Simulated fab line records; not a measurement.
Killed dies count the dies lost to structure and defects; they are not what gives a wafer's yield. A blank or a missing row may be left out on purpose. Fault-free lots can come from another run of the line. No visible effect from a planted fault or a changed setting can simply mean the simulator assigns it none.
Which tool did it? | flow gf180mcu | 33 wafers from 11 lots sampled at 4 of the route's 602 steps

## WHAT THE GAUGES SHOWED, per wafer
GF_VT_IMPLANT_TW_MEAS_43.
lot  | measured     | on            | VT_IMPLANT_4_TW
L380 | day 7 12:15  | film_metro-03 | 693 696 695
L384 | day 8 15:36  | film_metro-03 | 30 30 30 30 30 30
L385 | day 9 00:50  | film_metro-01 | 30 30 30 30 30 30
L386 | day 9 04:43  | film_metro-02 | 682 681 686
L396 | day 12 00:52 | film_metro-02 | 677 683 687
L397 | day 12 07:23 | film_metro-01 | 692 692 694
L398 | day 12 14:10 | film_metro-02 | 684 681 685
L399 | day 12 21:37 | film_metro-02 | 681 680 686
L400 | day 13 04:01 | film_metro-03 | 694 694 696
L401 | day 13 11:55 | film_metro-02 | 686 686 683
L403 | day 14 00:35 | film_metro-02 | 690 691 688

## WHICH TOOL RAN EACH LOT (tool, then ch and the chambers of the sampled wafers, then the start)
lot  | GF_NWELL_STRIP_10                   | GF_VT_IMPLANT_STRIP_31               | GF_VT_IMPLANT_STRIP_42
L380 | plasma_asher-03 ch 0,1, day 3 07:47 | plasma_asher-04 ch 0,1, day 6 20:32  | plasma_asher-01 ch 0,1, day 7 12:09
L384 | plasma_asher-03 ch 0,1, day 4 04:54 | plasma_asher-04 ch 0,1, day 7 22:29  | plasma_asher-01 ch 0,1, day 8 15:30
L385 | plasma_asher-04 ch 0,1, day 4 12:33 | plasma_asher-01 ch 0,1, day 8 08:07  | plasma_asher-01 ch 0,1, day 9 00:44
L386 | plasma_asher-04 ch 0,1, day 4 15:45 | plasma_asher-01 ch 0,1, day 8 11:47  | plasma_asher-01 ch 0,1, day 9 04:37
L396 | plasma_asher-03 ch 0,1, day 6 23:01 | plasma_asher-01 ch 0,1, day 11 06:06 | plasma_asher-01 ch 0,1, day 12 00:46
L397 | plasma_asher-04 ch 0,1, day 7 05:09 | plasma_asher-01 ch 0,1, day 11 12:23 | plasma_asher-03 ch 0,1, day 12 07:17
L398 | plasma_asher-01 ch 0,1, day 7 10:36 | plasma_asher-03 ch 0,1, day 11 19:01 | plasma_asher-01 ch 0,1, day 12 14:04
L399 | plasma_asher-01 ch 0,1, day 7 15:46 | plasma_asher-04 ch 0,1, day 12 01:54 | plasma_asher-01 ch 0, day 12 21:31
L400 | plasma_asher-04 ch 0,1, day 7 21:06 | plasma_asher-03 ch 0,1, day 12 08:20 | plasma_asher-03 ch 0,1, day 13 03:56
L401 | plasma_asher-01 ch 0,1, day 8 04:03 | plasma_asher-01 ch 0, day 12 15:37   | plasma_asher-03 ch 1, day 13 11:48
L403 | plasma_asher-04 ch 0,1, day 8 15:03 | plasma_asher-01 ch 0,1, day 13 04:11 | plasma_asher-04 ch 0,1, day 14 00:29
- GF_NWELL_STRIP_10: strips in O2/N2.
- GF_VT_IMPLANT_STRIP_31: strips in O2/N2.
- GF_VT_IMPLANT_STRIP_42: strips in O2/N2.

## AS READ BY THE TOOLS THEMSELVES (means over the sampled wafers that have a number; for cases with no such wafer, the mark the record gives instead)
GF_NWELL_STRIP_10.
lot  | tool            | chamber_pressure_mTorr (mTorr) | drypump_motor_current_A (A) | heater_power_w (W) | oes_product_au (a.u.) | strip_time_to_endpoint_s (s)
L380 | plasma_asher-03 | 1499.9                         | 6.6                         | 357                | 0.725                 | 37.00
L384 | plasma_asher-03 | 1500.0                         | 6.6                         | 354                | 0.723                 | 37.05
L385 | plasma_asher-04 | 1499.9                         | 5.3                         | 298                | 0.724                 | 37.04
L386 | plasma_asher-04 | 1499.5                         | 5.5                         | 312                | 0.725                 | 36.93
L396 | plasma_asher-03 | 1499.1                         | 6.6                         | 330                | 0.724                 | 37.07
L397 | plasma_asher-04 | 1500.1                         | 5.4                         | 296                | 0.724                 | 36.89
L398 | plasma_asher-01 | 1500.7                         | 5.5                         | 318                | 0.722                 | 36.76
L399 | plasma_asher-01 | 1500.8                         | 5.8                         | 351                | 0.725                 | 36.91
L400 | plasma_asher-04 | 1499.5                         | 5.5                         | 309                | 0.720                 | 37.05
L401 | plasma_asher-01 | 1500.5                         | 5.8                         | 347                | 0.729                 | 37.01
L403 | plasma_asher-04 | 1500.7                         | 5.5                         | 311                | 0.723                 | 36.69

GF_VT_IMPLANT_STRIP_31.
lot  | tool            | chamber_pressure_mTorr (mTorr) | drypump_motor_current_A (A) | heater_power_w (W) | oes_product_au (a.u.) | strip_time_to_endpoint_s (s)
L380 | plasma_asher-04 | 1498.5                         | 5.5                         | 312                | 0.717                 | 12.61
L384 | plasma_asher-04 | -                              | -                           | -                  | -                     | -
L385 | plasma_asher-01 | -                              | -                           | -                  | -                     | -
L386 | plasma_asher-01 | 1499.8                         | 5.6                         | 315                | 0.716                 | 12.59
L396 | plasma_asher-01 | 1499.6                         | 5.6                         | 314                | 0.716                 | 12.58
L397 | plasma_asher-01 | 1500.7                         | 5.5                         | 315                | 0.714                 | 12.51
L398 | plasma_asher-03 | 1500.2                         | 6.6                         | 337                | 0.716                 | 12.59
L399 | plasma_asher-04 | 1499.3                         | 5.5                         | 314                | 0.712                 | 12.66
L400 | plasma_asher-03 | 1499.1                         | 6.6                         | 331                | 0.713                 | 12.59
L401 | plasma_asher-01 | 1499.6                         | 5.3                         | 282                | 0.715                 | 12.67
L403 | plasma_asher-01 | 1500.4                         | 5.5                         | 318                | 0.713                 | 12.63

GF_VT_IMPLANT_STRIP_42.
lot  | tool            | chamber_pressure_mTorr (mTorr) | drypump_motor_current_A (A) | heater_power_w (W) | oes_product_au (a.u.) | strip_time_to_endpoint_s (s)
L380 | plasma_asher-01 | 1499.9                         | 5.5                         | 315                | 0.715                 | 12.63
L384 | plasma_asher-01 | 1499.2                         | 5.6                         | 317                | 0.719                 | 27.53
L385 | plasma_asher-01 | 1499.2                         | 5.8                         | 351                | 0.719                 | 27.58
L386 | plasma_asher-01 | 1500.0                         | 5.8                         | 351                | 0.715                 | 12.60
L396 | plasma_asher-01 | 1499.5                         | 5.8                         | 347                | 0.720                 | 12.58
L397 | plasma_asher-03 | 1499.6                         | 6.6                         | 332                | 0.715                 | 12.64
L398 | plasma_asher-01 | 1499.7                         | 5.8                         | 351                | 0.717                 | 12.61
L399 | plasma_asher-01 | 1500.1                         | 5.3                         | 288                | 0.716                 | 12.57
L400 | plasma_asher-03 | 1500.3                         | 6.6                         | 343                | 0.719                 | 12.63
L401 | plasma_asher-03 | 1500.1                         | 6.6                         | 365                | 0.716                 | 12.68
L403 | plasma_asher-04 | 1501.9                         | 5.3                         | 303                | 0.716                 | 12.63

## THE ANSWER, worked out from the rows above alone
Rule: the usual values come from the lots themselves. The widest of any qualifying gaps counts: lots, ordered by their means at a reading, are off when they make up no more than a third of the lots, leave a main group of 4 or more, and stand apart from it by 3 or more times the standard deviation of that group's means. A main group is skipped when, at the precision printed for the reading in the tables above, its means are all equal. A lot without any number at a reading at which 4 lots or more have one is off too. Where the step has rows for the other lots, those lots are counted as sound. First the gauges in route order, then the tools' own readings, where a lot's mean is used as printed above. The first step at which some lot is off is used, and at that step the reading that is off furthest; a lot without a number counts as furthest.
Off: at GF_VT_IMPLANT_TW_MEAS_43 (VT_IMPLANT_4_TW), L384, L385. For the main group the mean is 688 and the standard deviation 5.1.
If a tool, at a process step before that reading, ran all the lots that are off and no sound lot after the first of them, it fits. Not tried: the gauges at GF_VT_IMPLANT_TW_MEAS_43; whatever is off there is also off at GF_VT_IMPLANT_STRIP_31, on other tools, and gauge error can't account for it. No candidate that was tried fits.

## WHAT THE SIMULATOR PUT IN
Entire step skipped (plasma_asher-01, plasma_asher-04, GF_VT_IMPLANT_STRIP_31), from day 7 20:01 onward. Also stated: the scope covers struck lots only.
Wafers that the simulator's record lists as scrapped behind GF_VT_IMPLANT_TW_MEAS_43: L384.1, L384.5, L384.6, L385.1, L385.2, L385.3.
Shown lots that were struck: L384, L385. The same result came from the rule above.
